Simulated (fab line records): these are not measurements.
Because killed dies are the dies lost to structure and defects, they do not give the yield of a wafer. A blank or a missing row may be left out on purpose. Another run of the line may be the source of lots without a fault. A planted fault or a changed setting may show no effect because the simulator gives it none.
fab line records + flow sky130
record:
- lots: 7
- wafers: 21
- last_day: 50
route steps=708 shown LDD_N@249 LDD_P@255 PAD_OPEN@708
lots untouched by any fault: they come from a run of this same line in which no faults occurred
start_h: start of the lot's first displayed wafer, in hours after the record's first day + wait_h: time in hours since the lot's previous step + " identical to the entry in the row above + L1.1+2: one row covering several wafers at once + - no value, or no start given + * or withheld: withheld + < > ~ a bound
route shown NAME@n: a module of which the file shows steps, and the number in the route of the first + usual: average and standard deviation across the fault-free wafers + same: alike in all rows + chamber/n: place in a boat + sites: each site's reading + _std_site: standard deviation of those values + _edge_site: outer sites' mean less inner sites' + radius_mm: for every site, how far away it sits from the centre of the wafer + mask NAME#n: copy n + behind: the tool/chamber that last shaped the wafer + hold: what put the lot on hold/how long, in hours/how the hold closed + device: the transistor (n, p or np) that didn't switch + end of line: tests of these same wafers at the route's end + step lacking rows: just its recipe + killed: dies lost to structure and defects at the first sort, not the wafer's yield + map: per-die view of a wafer (x killed, . not killed, _ where there is no die)
set.NAME: the setting as run; set.NAME@STEP: as run at that earlier step + model.NAME: the simulator's own value behind a step, which no gauge read
lots at selected steps of the route; one table per step, one row per wafer
services: from which hour (start_h, from the record's first day; less than 0 if before it) a tool's chamber was out of use, for how many hours, and why
== steps ==
step: SKY_LDD_N_IMPLANT_12
recipe:
- species: BF2
- energy_kev: 50
- dose_cm2: 5e+12
- tilt_deg: 30
- rotation_deg: 0
step: SKY_LDD_N_IMPLANT_13
recipe:
- species: BF2
- energy_kev: 50
- dose_cm2: 5e+12
- tilt_deg: 30
- rotation_deg: 90
step: SKY_LDD_N_IMPLANT_14
recipe:
- species: BF2
- energy_kev: 50
- dose_cm2: 5e+12
- tilt_deg: 30
- rotation_deg: 180
step: SKY_LDD_N_IMPLANT_15
recipe:
- species: BF2
- energy_kev: 50
- dose_cm2: 5e+12
- tilt_deg: 30
- rotation_deg: 270
step: SKY_LDD_N_STRIP_16
recipe:
- chemistry: O2/N2
- power_w: 1400
- pressure_mtorr: 1500
- platen_temp_c: withheld
- o2_flow_sccm: 3000
- n2_flow_sccm: 300
- overash_fraction: 0.5
usual:
- drypump_motor_current_A: 5.8/0.49
- oes_product_au: 0.406/0.0046
- strip_time_to_endpoint_s: 4.311/0.013
| lot.wafer | tool            | chamber | start_h | wait_h | drypump_motor_current_A | oes_product_au | rf_hours_counter_h | strip_time_to_endpoint_s |
|-----------|-----------------|---------|---------|--------|-------------------------|----------------|--------------------|--------------------------|
| L251.1    | plasma_asher-04 | 0       | 413.72  | 0.1    | 6.3                     | 0.414          | 73                 | 4.328                    |
| L251.5    | "               | 0       | "       | "      | 6.3                     | 0.412          | -                  | 4.317                    |
| L251.6    | "               | 1       | "       | "      | 6.2                     | 0.402          | -                  | 4.337                    |
| L254.1    | plasma_asher-01 | 1       | 440.81  | 0.1    | 5.9                     | 0.409          | 75                 | 4.300                    |
| L254.5    | "               | 1       | "       | "      | 5.9                     | 0.401          | -                  | 4.330                    |
| L254.6    | "               | 0       | "       | "      | 5.4                     | 0.410          | -                  | 4.309                    |
| L264.2    | plasma_asher-01 | 1       | 558.47  | 0.1    | 5.9                     | 0.401          | 87                 | 4.318                    |
| L264.3    | "               | 0       | "       | "      | 5.4                     | 0.411          | -                  | 4.307                    |
| L264.4    | "               | 1       | "       | "      | 5.9                     | 0.409          | -                  | 4.303                    |
| L263.1    | plasma_asher-04 | 1       | 561.06  | 0.1    | 6.2                     | 0.414          | 14                 | 4.312                    |
| L263.4    | "               | 1       | "       | "      | 6.2                     | 0.413          | -                  | 4.317                    |
| L263.6    | "               | 0       | "       | "      | 6.3                     | 0.414          | -                  | 4.302                    |
| L265.1    | plasma_asher-01 | 1       | 561.10  | 0.1    | 5.9                     | 0.404          | 88                 | 4.305                    |
| L265.3    | "               | 0       | "       | "      | 5.4                     | 0.405          | -                  | 4.298                    |
| L265.6    | "               | 1       | "       | "      | 5.9                     | 0.407          | -                  | 4.301                    |
| L270.2    | plasma_asher-02 | 1       | 583.32  | 0.1    | 6.1                     | 0.404          | 41                 | 4.292                    |
| L270.4    | "               | 1       | "       | "      | 6.2                     | 0.408          | -                  | 4.298                    |
| L270.5    | "               | 0       | "       | "      | 5.0                     | 0.399          | -                  | 4.324                    |
| L273.3    | plasma_asher-01 | 0       | 614.87  | 0.1    | 5.4                     | 0.405          | -                  | 4.295                    |
| L273.4    | "               | 1       | "       | "      | 5.9                     | 0.409          | -                  | 4.297                    |
| L273.6    | "               | 0       | "       | "      | 5.4                     | 0.407          | -                  | 4.324                    |
step: SKY_LDD_N_TW_MEAS_17
usual:
- LDD_N_TW: 2551/24
| lot.wafer | tool          | chamber | start_h | wait_h | LDD_N_TW |
|-----------|---------------|---------|---------|--------|----------|
| L251.1    | film_metro-02 | -       | 413.82  | 0.1    | 2575     |
| L251.5    | "             | -       | "       | "      | 2581     |
| L251.6    | "             | -       | "       | "      | 2567     |
| L254.1    | film_metro-02 | -       | 440.91  | 0.1    | 2569     |
| L254.5    | "             | -       | "       | "      | 2562     |
| L254.6    | "             | -       | "       | "      | 2587     |
| L264.2    | film_metro-03 | -       | 558.58  | 0.1    | 2553     |
| L264.3    | "             | -       | "       | "      | 2573     |
| L264.4    | "             | -       | "       | "      | 2562     |
| L263.1    | film_metro-01 | -       | 561.16  | 0.1    | 2521     |
| L263.4    | "             | -       | "       | "      | 2525     |
| L263.6    | "             | -       | "       | "      | 2509     |
| L265.1    | film_metro-01 | -       | 561.22  | 0.1    | 2531     |
| L265.3    | "             | -       | "       | "      | 2499     |
| L265.6    | "             | -       | "       | "      | 2515     |
| L270.2    | film_metro-03 | -       | 583.43  | 0.1    | 2555     |
| L270.4    | "             | -       | "       | "      | 2566     |
| L270.5    | "             | -       | "       | "      | 2569     |
| L273.3    | film_metro-03 | -       | 614.96  | 0.1    | 2551     |
| L273.4    | "             | -       | "       | "      | 2550     |
| L273.6    | "             | -       | "       | "      | 2547     |
step: SKY_LDD_P_DEHYDRATE_00
recipe:
- temp_c: 200
- time_s: 60
step: SKY_LDD_P_HMDS_01
recipe:
- prime_time_s: 60
- prime_temp_c: 120
step: SKY_LDD_P_COAT_02
recipe:
- resist: NOVOLAK
- spin_rpm: 3000
- resist_thk_nm: 1140
step: SKY_LDD_P_SOFTBAKE_03
recipe:
- temp_c: 90
- time_s: 60
- resist: NOVOLAK
step: SKY_LDD_P_EXPOSE_04
recipe:
- mask_id: PSDM
- na: 0.6
- source_shape: conventional
- sigma_outer: 0.6
- polarization: unpolarized
- target_cd_nm: 380
- dose_mj: 138
step: SKY_LDD_P_PEB_05
recipe:
- temp_c: withheld
- time_s: *
- resist: NOVOLAK
step: SKY_LDD_P_DEVELOP_06
recipe:
- resist: NOVOLAK
- developer: TMAH
- develop_time_s: 60
- dev_temp_c: 23
usual:
- developer_temp_C: 23.01/0.11
| lot.wafer | tool           | chamber | start_h | wait_h | developer_temp_C |
|-----------|----------------|---------|---------|--------|------------------|
| L251.1    | litho_track-02 | 0       | 443.45  | 0.1    | 23.03            |
| L251.5    | "              | 0       | "       | "      | 23.12            |
| L251.6    | "              | 0       | "       | "      | 22.92            |
| L254.1    | litho_track-01 | 0       | 472.04  | 0.1    | 23.03            |
| L254.5    | "              | 0       | "       | "      | 23.05            |
| L254.6    | "              | 0       | "       | "      | 22.87            |
| L264.2    | litho_track-01 | 0       | 588.41  | 0.1    | 22.37            |
| L264.3    | "              | 0       | "       | "      | 22.42            |
| L264.4    | "              | 0       | "       | "      | 22.36            |
| L263.1    | litho_track-01 | 0       | 590.19  | 0.1    | 22.33            |
| L263.4    | "              | 0       | "       | "      | 22.17            |
| L263.6    | "              | 0       | "       | "      | 22.19            |
| L265.1    | litho_track-01 | 0       | 590.49  | 0.1    | 22.43            |
| L265.3    | "              | 0       | "       | "      | 22.23            |
| L265.6    | "              | 0       | "       | "      | 22.41            |
| L270.2    | litho_track-02 | 0       | 612.38  | 0.1    | 23.14            |
| L270.4    | "              | 0       | "       | "      | 22.91            |
| L270.5    | "              | 0       | "       | "      | 22.96            |
| L273.3    | litho_track-02 | 0       | 644.05  | 0.1    | 23.09            |
| L273.4    | "              | 0       | "       | "      | 23.00            |
| L273.6    | "              | 0       | "       | "      | 22.94            |
step: SKY_LDD_P_CD_MEAS_07
recipe:
- target_cd_nm: 380
usual:
- cd_nm: 380/3.1
| lot.wafer | tool      | chamber | start_h | wait_h | cd_nm |
|-----------|-----------|---------|---------|--------|-------|
| L251.1    | cd_sem-02 | -       | 443.60  | 0.1    | 381   |
| L251.5    | "         | -       | "       | "      | 384   |
| L251.6    | "         | -       | "       | "      | 383   |
| L254.1    | cd_sem-02 | -       | 472.19  | 0.1    | 383   |
| L254.5    | "         | -       | "       | "      | 386   |
| L254.6    | "         | -       | "       | "      | 386   |
| L264.2    | cd_sem-01 | -       | 588.56  | 0.1    | 381   |
| L264.3    | "         | -       | "       | "      | 381   |
| L264.4    | "         | -       | "       | "      | 380   |
| L263.1    | cd_sem-01 | -       | 590.34  | 0.1    | 381   |
| L263.4    | "         | -       | "       | "      | 379   |
| L263.6    | "         | -       | "       | "      | 379   |
| L265.1    | cd_sem-01 | -       | 590.64  | 0.1    | 388   |
| L265.3    | "         | -       | "       | "      | 384   |
| L265.6    | "         | -       | "       | "      | 388   |
| L270.2    | cd_sem-01 | -       | 612.52  | 0.1    | 380   |
| L270.4    | "         | -       | "       | "      | 381   |
| L270.5    | "         | -       | "       | "      | 382   |
| L273.3    | cd_sem-01 | -       | 644.19  | 0.1    | 381   |
| L273.4    | "         | -       | "       | "      | 377   |
| L273.6    | "         | -       | "       | "      | 377   |
step: SKY_PAD_OPEN_PROBE_99
usual:
- killed_at_M0_to_M3: 43/6.8
- killed_at_M4_up: 3.2/1.7
- killed_at_contacts: 24/5.6
- killed_at_front_end: 15/4.7
- killed_at_other: 0.3/0.59
- killed_dies: 86/10
- killed_open: 47/6.8
- killed_short: 39/6.4
same:
- gross_dies: 492
- killed_at_back_side: 0
| lot.wafer | tool      | chamber | start_h | wait_h | killed_at_M0_to_M3 | killed_at_M4_up | killed_at_contacts | killed_at_front_end | killed_at_other | killed_dies | killed_open | killed_short |
|-----------|-----------|---------|---------|--------|--------------------|-----------------|--------------------|---------------------|-----------------|-------------|-------------|--------------|
| L264.2    | prober-01 | -       | 1173.58 | 0.1    | 38                 | 1               | 23                 | 11                  | 0               | 73          | 36          | 37           |
| L264.3    | prober-01 | -       | 1173.63 | 0.2    | 43                 | 5               | 24                 | 10                  | 0               | 82          | 45          | 37           |
| L264.4    | prober-01 | -       | 1173.68 | 0.2    | 45                 | 3               | 24                 | 15                  | 0               | 87          | 44          | 43           |
| L270.2    | prober-02 | -       | 1187.64 | 0.1    | 42                 | 2               | 30                 | 21                  | 0               | 95          | 42          | 52           |
| L270.4    | prober-02 | -       | 1187.74 | 0.2    | 43                 | 4               | 33                 | 19                  | 2               | 101         | 50          | 51           |
| L270.5    | prober-02 | -       | 1187.79 | 0.2    | 33                 | 3               | 18                 | 22                  | 0               | 76          | 44          | 32           |
killed by level:class
L264.2 VIA1:geometric_particle:open=8 CONTACT:geometric_particle:open=8 METAL1:geometric_particle:short=6 VIA1:geometric_particle:short=6 METAL2:geometric_particle:short=6 CONTACT:geometric_particle:short=5 LOCAL_INTERCONNECT:geometric_particle:short=5 FIELD_ISO:geometric_particle:short=4
L264.3 CONTACT:geometric_particle:open=12 VIA2:geometric_particle:open=9 METAL2:geometric_particle:short=7 VIA3:geometric_particle:open=6 VIA1:geometric_particle:open=6 FIELD_ISO:geometric_particle:short=4 LI_CONTACT:geometric_particle:open=4 LOCAL_INTERCONNECT:geometric_particle:short=4
L264.4 VIA1:geometric_particle:open=10 CONTACT:geometric_particle:open=7 VIA2:geometric_particle:open=7 LI_CONTACT:geometric_particle:open=6 METAL1:geometric_particle:short=6 FIELD_ISO:geometric_particle:open=5 POLY_GATE:geometric_particle:short=5 VIA3:geometric_particle:open=5
L270.2 CONTACT:geometric_particle:open=10 VIA1:geometric_particle:open=10 FIELD_ISO:geometric_particle:open=8 CONTACT:geometric_particle:short=8 METAL2:geometric_particle:short=7 LOCAL_INTERCONNECT:geometric_particle:short=6 VIA1:geometric_particle:short=6 POLY_GATE:geometric_particle:open=4
L270.4 VIA1:geometric_particle:open=10 LI_CONTACT:geometric_particle:open=10 METAL2:geometric_particle:short=9 LOCAL_INTERCONNECT:geometric_particle:short=8 CONTACT:geometric_particle:open=8 FIELD_ISO:geometric_particle:short=6 FIELD_ISO:geometric_particle:open=5 VIA3:geometric_particle:open=5
L270.5 VIA1:geometric_particle:open=8 FIELD_ISO:geometric_particle:short=7 POLY_GATE:geometric_particle:open=6 METAL2:geometric_particle:short=6 CONTACT:geometric_particle:open=6 VIA3:geometric_particle:open=6 LI_CONTACT:geometric_particle:open=5 LOCAL_INTERCONNECT:geometric_particle:short=5
== services ==
| tool            | chamber | start_h | hours | kind       |
|-----------------|---------|---------|-------|------------|
| plasma_asher-04 | -       | 421.32  | 9.0   | pm         |
| plasma_asher-04 | 0       | 421.32  | 9.0   | vent_cycle |
| plasma_asher-04 | 1       | 421.32  | 9.0   | vent_cycle |
| plasma_asher-02 | -       | 429.75  | 9.1   | repair     |
| plasma_asher-04 | 0       | 430.32  | -     | clean      |
| plasma_asher-04 | 1       | 430.32  | -     | clean      |
| plasma_asher-02 | -       | 438.90  | 14.6  | pm         |
| plasma_asher-04 | -       | 441.73  | 4.0   | pm         |
| plasma_asher-01 | -       | 458.54  | 4.7   | repair     |
| plasma_asher-02 | -       | 491.33  | 10.2  | repair     |
| plasma_asher-04 | -       | 503.88  | 1.1   | repair     |
| plasma_asher-01 | -       | 505.72  | 2.1   | repair     |
| plasma_asher-01 | -       | 562.19  | 1.4   | repair     |
| plasma_asher-04 | -       | 585.88  | 5.4   | repair     |
| plasma_asher-02 | -       | 596.37  | 5.2   | repair     |
| plasma_asher-01 | -       | 608.70  | 2.4   | repair     |
| plasma_asher-04 | -       | 621.25  | 11.8  | repair     |
== key ==
first_sign:
- step: SKY_LDD_P_DEVELOP_06
- reading: developer_temp_C
- direction: down
- sigmas: 6.3
- usual: *
- struck: *
effect none on later readings
met_at SKY_LDD_P_DEVELOP_06
struck_wafers L263.1,L263.4,L263.6,L264.2,L264.3,L264.4,L265.1,L265.3,L265.6
tester_left_out L263,L264,L265
onset_between 472.04 588.41
fault:
- kind: process_parameter_drift
- tool: litho_track-01
- chamber: -
- onset_h: 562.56
- steps: SKY_LDD_P_DEVELOP_06
- channel: dev_temp_c
- offset: *
- shape: step
- end_h: 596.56
- acts_in: *
- stated: *
tester_left_out: of these lots the tester's yield and bins aren't shown, on N5 and GAA mostly nor the transistor test; their killed dies are dies lost to structure and defects alone, not to doping, threshold or leakage, so they don't give the yield
